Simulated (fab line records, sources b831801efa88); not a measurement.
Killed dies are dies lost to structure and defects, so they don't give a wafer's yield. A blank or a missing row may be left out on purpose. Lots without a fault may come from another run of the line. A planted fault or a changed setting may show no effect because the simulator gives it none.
Which tool did it? | flow sky130 | 6 lots, 18 wafers sampled, at 1 step of a route of 708

WHAT THE GAUGES READ, wafer by wafer
SKY_SD_P_TW_MEAS_11.
lot  | measured     | on            | SD_P_TW
L565 | day 26 19:45 | film_metro-02 | 2862 2857 2860
L566 | day 27 04:20 | film_metro-02 | 2854 2852 2849
L576 | day 30 04:44 | film_metro-03 | 2783 2791 2787
L580 | day 31 12:28 | film_metro-04 | 2794 2779 2779
L582 | day 32 09:50 | film_metro-02 | 2855 2848 2867
L584 | day 34 12:27 | film_metro-04 | 2782 2775 2779

WHICH TOOL RAN EACH LOT (tool, then ch and the chambers of the sampled wafers, then the start)
The record holds no process step before these readings.

THE ANSWER, worked out from the rows above alone
Rule: what is usual is taken from the lots themselves. Put in order of their means at a reading, lots are off if they are a third of the lots or fewer, leave a main group of 4 or more, and stand apart from it by a gap of 3 or more times the standard deviation of the main group's means; of several such gaps the widest counts. A main group whose means are all the same, to the digits that the tables above print for the reading, isn't used. A lot without any number at a reading at which 4 lots or more have one is off too. The other lots that the step has rows for count as sound.
No lot is off at any reading shown: from this, nothing can be told.

WHAT THE SIMULATOR HAD PUT IN
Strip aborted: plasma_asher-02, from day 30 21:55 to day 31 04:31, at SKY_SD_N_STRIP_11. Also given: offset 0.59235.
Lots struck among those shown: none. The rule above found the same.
